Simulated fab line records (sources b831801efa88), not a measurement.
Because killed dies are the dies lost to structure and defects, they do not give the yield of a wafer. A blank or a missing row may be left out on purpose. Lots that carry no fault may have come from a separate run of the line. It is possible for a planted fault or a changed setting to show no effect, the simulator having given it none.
What tool caused it? | flow sfq_line | 15 lots, 45 wafers sampled, at 1 step of a route of 325

== WHAT THE GAUGES SHOWED, per wafer ==
The record holds no reading of a measuring or inspecting step that can be judged against a usual standard deviation.

== EACH LOT AND THE TOOL THAT RAN IT (in order: tool; ch and the chambers of the sampled wafers; start) ==
lot  | SFQ_TRILAYER_C5_LITHO_EXPOSE_152
L121 | krf_scanner-01 ch 0, day 66 12:14
L122 | krf_scanner-01 ch 0, day 66 16:02
L123 | krf_scanner-01 ch 0, day 66 17:04
L124 | krf_scanner-01 ch 0, day 69 12:52
L125 | krf_scanner-02 ch 0, day 72 10:50
L126 | krf_scanner-02 ch 0, day 72 13:02
L127 | krf_scanner-02 ch 0, day 72 18:50
L128 | krf_scanner-02 ch 0, day 72 23:50
L129 | krf_scanner-02 ch 0, day 73 10:38
L130 | krf_scanner-01 ch 0, day 74 02:09
L135 | krf_scanner-01 ch 0, day 76 04:45
L136 | krf_scanner-01 ch 0, day 76 08:21
L138 | krf_scanner-01 ch 0, day 77 00:57
L139 | krf_scanner-01 ch 0, day 77 02:09
L141 | krf_scanner-01 ch 0, day 77 13:16
- SFQ_TRILAYER_C5_LITHO_EXPOSE_152: exposes mask C5, target cd 500 nm.

== AS READ BY THE TOOLS THEMSELVES (means over the sampled wafers that have a number; for cases with no such wafer, the mark the record gives instead) ==
SFQ_TRILAYER_C5_LITHO_EXPOSE_152.
lot  | tool           | exposure_dose_mJ_cm2 | focus_offset_nm (nm) | stage_vel_mm_s (mm/s)
L121 | krf_scanner-01 | 21.291               | -0.3                 | 499.89
L122 | krf_scanner-01 | 21.317               | -0.0                 | 500.02
L123 | krf_scanner-01 | 21.296               | 0.3                  | 500.02
L124 | krf_scanner-01 | 21.300               | -0.2                 | 500.15
L125 | krf_scanner-02 | 21.288               | 0.2                  | 499.94
L126 | krf_scanner-02 | 21.296               | 0.6                  | 500.36
L127 | krf_scanner-02 | 24.243               | 0.2                  | 500.19
L128 | krf_scanner-02 | 24.265               | 0.4                  | 500.19
L129 | krf_scanner-02 | 24.259               | 0.2                  | 500.19
L130 | krf_scanner-01 | 21.310               | 0.5                  | 500.27
L135 | krf_scanner-01 | 21.314               | -0.1                 | 499.86
L136 | krf_scanner-01 | 21.303               | -0.8                 | 500.32
L138 | krf_scanner-01 | 21.313               | -0.7                 | 500.06
L139 | krf_scanner-01 | 21.317               | -0.3                 | 500.12
L141 | krf_scanner-01 | 21.308               | 0.8                  | 500.15

== THE ANSWER, worked out from the rows above alone ==
Rule: the usual values come from the lots themselves. Put in order of their means at a reading, lots are off if they are a third of the lots or fewer, leave a main group of 4 or more, and stand apart from it by a gap of 3 or more times the standard deviation of the main group's means; of several such gaps the widest counts. The tables above print the reading to a certain number of digits; a main group whose means all agree to those digits is not used. A lot without any number at a reading at which 4 lots or more have one is off too. Any other lot the step has rows for is counted as sound. First the gauges in route order, then the tools' own readings, where a lot's mean is used as printed above. At the first step where some lot is off, the reading lying furthest off is the one used; lots without a number count as furthest.
Off, at SFQ_TRILAYER_C5_LITHO_EXPOSE_152 on exposure_dose_mJ_cm2: L127, L128, L129. The main group: mean 21.304, standard deviation 0.0097.
If a tool, at that step or one of the process steps before it, ran each lot that is off and ran no sound lot following the first of them, it fits. One fits: SFQ_TRILAYER_C5_LITHO_EXPOSE_152 on krf_scanner-02. A fault onset in the window from L126 (day 72 13:02, its last sound lot) to L127 (day 72 18:50, its first lot off) fits.
The tool's own readings at SFQ_TRILAYER_C5_LITHO_EXPOSE_152 bear it out: on the lots that are off they differ by more than 5 times the standard deviation of the sound lots' means. exposure_dose_mJ_cm2 reads 24.256 there against 21.304 on the sound lots.

== WHAT THE SIMULATOR HAD INSERTED ==
Process parameters drifting: krf_scanner-02 at SFQ_TRILAYER_C5_LITHO_EXPOSE_152, beginning at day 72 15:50. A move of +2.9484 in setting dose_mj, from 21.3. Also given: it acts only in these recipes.
Lots struck among those shown: L127, L128, L129. This agrees with what the rule above found.
